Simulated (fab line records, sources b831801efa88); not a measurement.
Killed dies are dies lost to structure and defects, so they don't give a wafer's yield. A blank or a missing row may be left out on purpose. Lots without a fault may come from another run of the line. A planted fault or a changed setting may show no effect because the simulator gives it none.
fab line records | flow gf180mcu
record lots=24 wafers=72 last_day=34
route steps=602 shown M2@366 V3@454 V4@491 V5@545
lots that met no fault: from a run of the same line without faults
start_h: hours from the record's first day to the start of the lot's first wafer shown | wait_h: hours since the lot's step before | " the same as in the row above | L1.1+2: a row that stands for several wafers | - no value, or no start given | * or withheld: withheld | < > ~ a bound
route shown NAME@n: a module of which the file shows steps, and the number in the route of the first | usual: mean/standard deviation of fault-free wafers | same: alike in all rows | chamber/n: place in a boat | sites: the reading at each site | _std_site: their standard deviation | _edge_site: outer sites' mean less inner sites' | radius_mm: how far each site lies from the wafer's centre | mask NAME#n: copy n | behind: the tool/chamber that last shaped the wafer | hold: why the lot was held/for how many hours/how that ended | device: the transistor (n, p or np) that didn't switch | end of line: the same wafers' tests at the end of the route | a step without rows: its recipe alone | killed: dies lost to structure and defects at the first sort, not the wafer's yield | map: a wafer's dies, x killed, . not, _ none there
set.NAME: the setting as run; set.NAME@STEP: as run at that earlier step | model.NAME: the simulator's own value behind a step, which no gauge read
steps of the route over a sample of lots; a table a step, a row a wafer
services: from which hour (start_h, from the record's first day; less than 0 if before it) a tool's chamber was out of use, for how many hours, and why
## steps
# step GF_M2_SPUTTER_04
# recipe material=TiN target_thk_nm=50 power_w=6500 time_s=41.7 chamber_pressure_pa=0.4
# usual throttle_valve_pct=30.7/0.89
# same time_s=41.7
# columns lot.wafer tool chamber start_h wait_h throttle_valve_pct
L074.2 pvd_sputter-01 - 412.37 0.0 30.7
L074.4 " - " " 31.8
L074.6 " - " " 30.4
L075.3 pvd_sputter-03 - 423.06 0.0 29.7
L075.4 " - " " 28.9
L075.6 " - " " 32.8
L076.1 pvd_sputter-01 - 444.19 0.0 30.7
L076.3 " - " " 31.0
L076.5 " - " " 30.9
L077.4 pvd_sputter-01 - 447.30 0.0 30.7
L077.5 " - " " 30.3
L077.6 " - " " 30.4
L078.2 pvd_sputter-03 - 455.58 0.0 29.5
L078.5 " - " " 29.6
L078.6 " - " " 29.4
L079.1 pvd_sputter-01 - 466.70 0.0 30.5
L079.4 " - " " 31.5
L079.5 " - " " 30.6
L080.2 pvd_sputter-04 - 474.70 0.0 29.6
L080.3 " - " " 30.8
L080.5 " - " " 31.1
L081.1 pvd_sputter-03 - 482.47 0.0 28.6
L081.2 " - " " 30.0
L081.6 " - " " 28.6
L082.3 pvd_sputter-04 - 486.27 0.0 29.9
L082.5 " - " " 30.4
L082.6 " - " " 29.9
L083.2 pvd_sputter-04 - 502.04 0.0 30.5
L083.5 " - " " 31.4
L083.6 " - " " 30.7
L085.2 pvd_sputter-01 - 512.24 0.0 30.3
L085.3 " - " " 30.8
L085.4 " - " " 30.4
L084.1 pvd_sputter-01 - 513.96 0.0 31.1
L084.2 " - " " 31.7
L084.4 " - " " 30.3
L086.1 pvd_sputter-01 - 525.95 0.0 30.8
L086.3 " - " " 31.9
L086.5 " - " " 31.5
L087.1 pvd_sputter-01 - 533.47 0.0 30.5
L087.4 " - " " 30.6
L087.5 " - " " 31.7
L088.2 pvd_sputter-04 - 542.04 0.0 30.4
L088.3 " - " " 31.4
L088.5 " - " " 31.5
L089.2 pvd_sputter-04 - 550.66 0.0 30.7
L089.5 " - " " 31.5
L089.6 " - " " 29.6
L090.1 pvd_sputter-01 - 551.64 0.0 30.6
L090.2 " - " " 31.1
L090.3 " - " " 30.4
L091.2 pvd_sputter-01 - 567.53 0.0 30.5
L091.5 " - " " 30.7
L091.6 " - " " 31.0
L092.3 pvd_sputter-01 - 578.31 0.0 30.3
L092.5 " - " " 31.8
L092.6 " - " " 30.7
L093.1 pvd_sputter-01 - 590.20 0.0 30.3
L093.4 " - " " 30.6
L093.5 " - " " 30.6
L094.1 pvd_sputter-04 - 591.85 0.0 30.3
L094.4 " - " " 29.5
L094.6 " - " " 31.6
L095.2 pvd_sputter-04 - 594.20 0.0 29.4
L095.4 " - " " 30.4
L095.6 " - " " 30.0
L096.2 pvd_sputter-01 - 608.39 0.0 30.5
L096.3 " - " " 31.6
L096.4 " - " " 31.2
L097.2 pvd_sputter-03 - 617.56 0.0 29.7
L097.3 " - " " 33.0
L097.6 " - " " 33.0
# step GF_V3_THK_MEAS_25
# recipe thk_meas_gauge=xrf reads=W_of_V3_CVD_23
# usual V3_W_THK=354/4.4
# columns lot.wafer tool chamber start_h wait_h V3_W_THK[nm]
L074.2 film_metro-02 - 514.66 0.1 352
L074.4 " - " " 356
L074.6 " - " " 354
L075.3 film_metro-03 - 524.54 0.1 360
L075.4 " - " " 358
L075.6 " - " " 349
L076.1 film_metro-03 - 544.25 0.1 350
L076.3 " - " " 348
L076.5 " - " " 354
L077.4 film_metro-03 - 547.47 0.1 359
L077.5 " - " " 352
L077.6 " - " " 361
L078.2 film_metro-03 - 558.07 0.1 345
L078.5 " - " " 358
L078.6 " - " " 351
L079.1 film_metro-01 - 565.68 0.1 360
L079.4 " - " " 362
L079.5 " - " " 359
L080.2 film_metro-01 - 571.54 0.1 356
L080.3 " - " " 356
L080.5 " - " " 353
L081.1 film_metro-03 - 579.41 0.1 352
L081.2 " - " " 348
L081.6 " - " " 356
L082.3 film_metro-02 - 582.18 0.1 358
L082.5 " - " " 356
L082.6 " - " " 350
L083.2 film_metro-01 - 597.58 0.1 354
L083.5 " - " " 358
L083.6 " - " " 354
L085.2 film_metro-03 - 605.70 0.1 351
L085.3 " - " " 355
L085.4 " - " " 353
L084.1 film_metro-02 - 608.11 0.1 354
L084.2 " - " " 356
L084.4 " - " " 359
L086.1 film_metro-01 - 619.34 0.1 353
L086.3 " - " " 352
L086.5 " - " " 354
L087.1 film_metro-03 - 625.96 0.1 353
L087.4 " - " " 359
L087.5 " - " " 357
L088.2 film_metro-01 - 632.98 0.1 354
L088.3 " - " " 353
L088.5 " - " " 348
L090.1 film_metro-03 - 642.01 0.1 352
L090.2 " - " " 345
L090.3 " - " " 348
L089.2 film_metro-02 - 642.70 0.1 357
L089.5 " - " " 351
L089.6 " - " " 356
L091.2 film_metro-01 - 657.70 0.1 360
L091.5 " - " " 355
L091.6 " - " " 358
L092.3 film_metro-02 - 667.34 0.1 353
L092.5 " - " " 350
L092.6 " - " " 352
L093.1 film_metro-02 - 677.24 0.1 350
L093.4 " - " " 360
L093.5 " - " " 347
L094.1 film_metro-03 - 680.12 0.1 355
L094.4 " - " " 355
L094.6 " - " " 359
L095.2 film_metro-03 - 681.57 0.1 351
L095.4 " - " " 354
L095.6 " - " " 350
L096.2 film_metro-02 - 695.15 0.1 345
L096.3 " - " " 346
L096.4 " - " " 351
L097.2 film_metro-03 - 702.35 0.1 356
L097.3 " - " " 358
L097.6 " - " " 357
# step GF_V4_OVL_MEAS_15
# usual V4_OVL=2/5.3
# columns lot.wafer tool chamber start_h wait_h V4_OVL[nm]
L074.2 overlay-02 - 563.15 0.1 -3
L074.4 " - " " -1
L074.6 " - " " 2
L075.3 overlay-01 - 571.58 0.1 8
L075.4 " - " " 0
L075.6 " - " " 2
L076.1 overlay-01 - 590.52 0.1 5
L076.3 " - " " 9
L076.5 " - " " 2
L077.4 overlay-02 - 592.89 0.1 13
L077.5 " - " " 12
L077.6 " - " " 13
L078.2 overlay-02 - 603.07 0.1 1
L078.5 " - " " 3
L078.6 " - " " 4
L079.1 overlay-02 - 609.47 0.1 -1
L079.4 " - " " 2
L079.5 " - " " 0
L080.2 overlay-02 - 617.02 0.1 3
L080.3 " - " " 5
L080.5 " - " " 4
L081.1 overlay-01 - 623.32 0.1 4
L081.2 " - " " 7
L081.6 " - " " 9
L082.3 overlay-02 - 625.31 0.1 -10
L082.5 " - " " -6
L082.6 " - " " -5
L083.2 overlay-02 - 640.88 0.1 0
L083.5 " - " " 6
L083.6 " - " " 1
L085.2 overlay-02 - 648.95 0.1 -4
L085.3 " - " " -4
L085.4 " - " " 5
L084.1 overlay-01 - 651.67 0.1 -3
L084.2 " - " " -11
L084.4 " - " " -12
L086.1 overlay-01 - 661.94 0.1 1
L086.3 " - " " 5
L086.5 " - " " 1
L087.1 overlay-01 - 668.14 0.1 7
L087.4 " - " " 5
L087.5 " - " " 2
L088.2 overlay-01 - 674.65 0.1 -1
L088.3 " - " " 9
L088.5 " - " " 8
L090.1 overlay-01 - 682.99 0.1 0
L090.2 " - " " 2
L090.3 " - " " 9
L089.2 overlay-02 - 683.72 0.1 5
L089.5 " - " " 0
L089.6 " - " " 2
L091.2 overlay-01 - 697.82 0.1 10
L091.5 " - " " 9
L091.6 " - " " 8
L092.3 overlay-01 - 707.00 0.1 -4
L092.5 " - " " -4
L092.6 " - " " -5
L093.1 overlay-02 - 716.97 0.1 3
L093.4 " - " " 5
L093.5 " - " " 8
L094.1 overlay-02 - 719.89 0.1 5
L094.4 " - " " 9
L094.6 " - " " 9
L095.2 overlay-01 - 720.30 0.1 4
L095.4 " - " " 2
L095.6 " - " " 0
L096.2 overlay-01 - 734.12 0.1 0
L096.3 " - " " 0
L096.4 " - " " -1
L097.2 overlay-01 - 739.95 0.1 6
L097.3 " - " " 6
L097.6 " - " " 13
# step GF_V4_STRIP_18
# recipe chemistry=O2/N2 power_w=1400 pressure_mtorr=1500 platen_temp_c=250 o2_flow_sccm=3000 n2_flow_sccm=300 overash_fraction=0.5
# usual drypump_motor_current_A=5.5/0.39 heater_power_w=364/58 oes_product_au=0.593/0.0049
# columns lot.wafer tool chamber start_h wait_h drypump_motor_current_A heater_power_w oes_product_au rf_hours_counter_h
L074.2 plasma_asher-03 1 563.31 - 6.3 316 0.606 84
L074.4 " 0 " " 5.7 315 0.599 -
L074.6 " 1 " " 6.3 337 0.602 -
L075.3 plasma_asher-04 0 571.77 - 5.6 313 0.589 -
L075.4 " 1 " " 5.1 451 0.592 -
L075.6 " 0 " " 5.6 313 0.594 -
L076.1 plasma_asher-04 1 590.68 - 5.1 460 0.597 92
L076.3 " 0 " " 5.6 312 0.596 -
L076.5 " 0 " " 5.7 309 0.592 -
L077.4 plasma_asher-01 1 593.07 - 5.2 370 0.599 -
L077.5 " 0 " " 5.6 377 0.594 -
L077.6 " 1 " " 5.3 372 0.591 -
L078.2 plasma_asher-04 0 603.23 - 5.7 311 0.585 94
L078.5 " 1 " " 5.1 453 0.593 -
L078.6 " 0 " " 5.6 314 0.606 -
L079.1 plasma_asher-04 0 609.63 - 5.7 308 0.592 94
L079.4 " 1 " " 5.1 465 0.600 -
L079.5 " 1 " " 5.1 454 0.599 -
L080.2 plasma_asher-03 1 617.18 - 6.4 320 0.597 88
L080.3 " 1 " " 6.4 322 0.588 -
L080.5 " 1 " " 6.4 329 0.594 -
L081.1 plasma_asher-04 1 623.48 - 5.1 460 0.594 96
L081.2 " 0 " " 5.7 304 0.589 96
L081.6 " 1 " " 5.1 459 0.587 -
L082.3 plasma_asher-03 1 625.50 - 6.3 329 0.594 -
L082.5 " 1 " " 6.4 331 0.591 -
L082.6 " 0 " " 5.6 313 0.595 -
L083.2 plasma_asher-01 1 641.04 - 5.3 368 0.589 25
L083.5 " 0 " " 5.7 383 0.582 -
L083.6 " 1 " " 5.2 358 0.599 -
L085.2 plasma_asher-01 0 649.11 - 5.7 374 0.593 26
L085.3 " 1 " " 5.3 364 0.591 -
L085.4 " 0 " " 5.7 385 0.595 -
L084.1 plasma_asher-04 0 651.90 - 5.7 307 0.595 98
L084.2 " 1 " " 5.1 464 0.589 98
L084.4 " 1 " " 5.1 461 0.591 -
L086.1 plasma_asher-03 0 662.11 - 5.7 312 0.587 93
L086.3 " 1 " " 6.3 319 0.583 -
L086.5 " 1 " " 6.4 326 0.594 -
L087.1 plasma_asher-03 1 668.31 - 6.3 334 0.592 94
L087.4 " 0 " " 5.6 317 0.591 -
L087.5 " 0 " " 5.7 315 0.593 -
L088.2 plasma_asher-03 1 674.81 - 6.4 331 0.594 95
L088.3 " 0 " " 5.7 311 0.595 -
L088.5 " 0 " " 5.6 315 0.595 -
L090.1 plasma_asher-04 1 683.16 - 5.1 474 0.588 101
L090.2 " 0 " " 5.6 310 0.595 101
L090.3 " 1 " " 5.1 470 0.592 -
L089.2 plasma_asher-01 1 683.88 - 5.2 369 0.594 29
L089.5 " 1 " " 5.2 366 0.590 -
L089.6 " 0 " " 5.6 382 0.597 -
L091.2 plasma_asher-04 1 697.98 - 5.1 455 0.598 102
L091.5 " 1 " " 5.1 457 0.597 -
L091.6 " 0 " " 5.7 307 0.593 -
L092.3 plasma_asher-04 0 707.19 - 5.7 313 0.594 -
L092.5 " 0 " " 5.6 306 0.598 -
L092.6 " 1 " " 5.1 462 0.595 -
L093.1 plasma_asher-04 1 717.13 - 5.1 455 0.597 105
L093.4 " 0 " " 5.6 300 0.587 -
L093.5 " 1 " " 5.1 462 0.593 -
L094.1 plasma_asher-04 1 720.06 - 5.1 453 0.592 105
L094.4 " 1 " " 5.1 467 0.597 -
L094.6 " 0 " " 5.6 303 0.604 -
L095.2 plasma_asher-01 1 720.46 - 5.3 366 0.587 32
L095.4 " 0 " " 5.7 368 0.589 -
L095.6 " 0 " " 5.6 373 0.600 -
L096.2 plasma_asher-01 1 734.38 - 5.2 369 0.587 34
L096.3 " 0 " " 5.7 371 0.589 -
L096.4 " 1 " " 5.2 366 0.594 -
L097.2 plasma_asher-01 0 740.11 - 5.6 383 0.588 35
L097.3 " 0 " " 5.6 370 0.597 -
L097.6 " 1 " " 5.3 372 0.599 -
# step GF_V5_BOW_MEAS_05
# recipe mode=bow
# usual V5_BOW=135/9.8
# columns lot.wafer tool chamber start_h wait_h V5_BOW[um]
L074.2 film_metro-02 - 609.72 0.2 145
L074.4 " - " " 141
L074.6 " - " " 151
L075.3 film_metro-03 - 618.40 0.2 119
L075.4 " - " " 121
L075.6 " - " " 119
L076.1 film_metro-02 - 635.88 0.2 149
L076.3 " - " " 150
L076.5 " - " " 147
L077.4 film_metro-01 - 638.47 0.2 132
L077.5 " - " " 136
L077.6 " - " " 142
L078.2 film_metro-03 - 648.15 0.1 120
L078.5 " - " " 115
L078.6 " - " " 119
L079.1 film_metro-01 - 653.22 0.2 142
L079.4 " - " " 142
L079.5 " - " " 125
L080.2 film_metro-01 - 661.26 0.3 146
L080.3 " - " " 143
L080.5 " - " " 144
L081.1 film_metro-03 - 666.67 0.1 128
L081.2 " - " " 128
L081.6 " - " " 127
L082.3 film_metro-03 - 668.27 0.1 126
L082.5 " - " " 133
L082.6 " - " " 128
L083.2 film_metro-03 - 683.97 0.3 129
L083.5 " - " " 118
L083.6 " - " " 129
L085.2 film_metro-03 - 691.45 0.1 136
L085.3 " - " " 123
L085.4 " - " " 133
L084.1 film_metro-02 - 694.06 0.2 148
L084.2 " - " " 136
L084.4 " - " " 146
L086.1 film_metro-01 - 703.91 0.2 148
L086.3 " - " " 143
L086.5 " - " " 145
L087.1 film_metro-01 - 708.68 0.1 143
L087.4 " - " " 152
L087.5 " - " " 138
L088.2 film_metro-01 - 715.86 0.2 140
L088.3 " - " " 140
L088.5 " - " " 123
L090.1 film_metro-01 - 724.01 0.1 131
L090.2 " - " " 115
L090.3 " - " " 134
L089.2 film_metro-02 - 724.63 0.3 138
L089.5 " - " " 150
L089.6 " - " " 140
L091.2 film_metro-03 - 737.53 0.3 138
L091.5 " - " " 129
L091.6 " - " " 133
L092.3 film_metro-03 - 745.26 0.2 144
L092.5 " - " " 140
L092.6 " - " " 140
L093.1 film_metro-01 - 755.33 0.1 136
L093.4 " - " " 133
L093.5 " - " " 142
L094.1 film_metro-01 - 757.24 0.1 136
L094.4 " - " " 134
L094.6 " - " " 133
L095.2 film_metro-03 - 758.16 0.1 126
L095.4 " - " " 135
L095.6 " - " " 133
L096.2 film_metro-03 - 770.89 0.3 131
L096.3 " - " " 132
L096.4 " - " " 126
L097.2 film_metro-01 - 775.59 0.1 130
L097.3 " - " " 143
L097.6 " - " " 119
# step GF_V5_OVL_MEAS_15
# usual V5_OVL=0/4.6
# columns lot.wafer tool chamber start_h wait_h V5_OVL[nm]
L074.2 overlay-01 - 630.24 0.1 -4
L074.4 " - " " -3
L074.6 " - " " 2
L075.3 overlay-01 - 638.93 0.1 4
L075.4 " - " " 4
L075.6 " - " " -2
L076.1 overlay-01 - 655.92 0.1 -1
L076.3 " - " " 0
L076.5 " - " " -5
L077.4 overlay-02 - 659.00 0.1 0
L077.5 " - " " 4
L077.6 " - " " 0
L078.2 overlay-02 - 668.38 0.1 6
L078.5 " - " " 6
L078.6 " - " " 8
L079.1 overlay-01 - 673.02 0.1 6
L079.4 " - " " 1
L079.5 " - " " 1
L080.2 overlay-01 - 681.13 0.1 1
L080.3 " - " " -1
L080.5 " - " " -3
L081.1 overlay-02 - 685.78 0.1 0
L081.2 " - " " -3
L081.6 " - " " -5
L082.3 overlay-01 - 688.23 0.1 7
L082.5 " - " " 1
L082.6 " - " " 6
L083.2 overlay-02 - 702.87 0.1 0
L083.5 " - " " -4
L083.6 " - " " -5
L085.2 overlay-02 - 709.97 0.1 -6
L085.3 " - " " -3
L085.4 " - " " -5
L084.1 overlay-01 - 713.18 0.1 1
L084.2 " - " " 2
L084.4 " - " " -3
L086.1 overlay-02 - 721.99 0.1 0
L086.3 " - " " 1
L086.5 " - " " -4
L087.1 overlay-01 - 726.68 0.1 -2
L087.4 " - " " -8
L087.5 " - " " -1
L088.2 overlay-02 - 733.44 0.1 3
L088.3 " - " " 1
L088.5 " - " " 6
L090.1 overlay-01 - 741.82 0.1 -2
L090.2 " - " " 3
L090.3 " - " " 3
L089.2 overlay-02 - 742.24 0.1 6
L089.5 " - " " 4
L089.6 " - " " 7
L091.2 overlay-02 - 754.83 0.1 -3
L091.5 " - " " 0
L091.6 " - " " -6
L092.3 overlay-01 - 761.83 0.1 -3
L092.5 " - " " 6
L092.6 " - " " -1
L093.1 overlay-01 - 771.83 0.1 -8
L093.4 " - " " -14
L093.5 " - " " -13
L094.1 overlay-01 - 773.18 0.1 5
L094.4 " - " " 0
L094.6 " - " " 3
L095.2 overlay-01 - 774.47 0.1 5
L095.4 " - " " 3
L095.6 " - " " -1
L096.2 overlay-01 - 785.84 0.1 4
L096.3 " - " " 7
L096.4 " - " " 0
L097.2 overlay-02 - 790.92 0.1 5
L097.3 " - " " 0
L097.6 " - " " 6
## services
# columns tool chamber start_h hours kind
plasma_asher-01 - 406.57 0.9 repair
plasma_asher-01 - 421.25 9.0 pm
plasma_asher-04 - 424.53 14.6 pm
plasma_asher-04 - 448.88 15.6 pm
pvd_sputter-03 - 488.68 24.3 repair
pvd_sputter-01 - 502.23 3.8 repair
pvd_sputter-01 1 541.41 - consumable_replace:kit
pvd_sputter-04 - 548.10 1.1 repair
pvd_sputter-03 - 552.84 5.5 repair
plasma_asher-03 - 579.93 15.6 pm
pvd_sputter-03 - 650.17 0.8 repair
plasma_asher-04 - 654.45 3.4 repair
pvd_sputter-03 - 679.61 3.4 repair
plasma_asher-04 - 684.57 4.0 repair
pvd_sputter-04 - 700.99 1.0 repair
plasma_asher-01 - 703.26 14.6 pm
pvd_sputter-01 - 711.74 1.4 repair
pvd_sputter-03 - 716.08 1.2 repair
pvd_sputter-01 - 716.36 55.7 repair
pvd_sputter-04 - 716.57 4.8 repair
pvd_sputter-01 - 720.14 4.0 repair
pvd_sputter-01 - 722.23 0.6 repair
plasma_asher-03 - 733.71 1.2 repair
plasma_asher-04 - 733.75 9.0 pm
## key
fault none
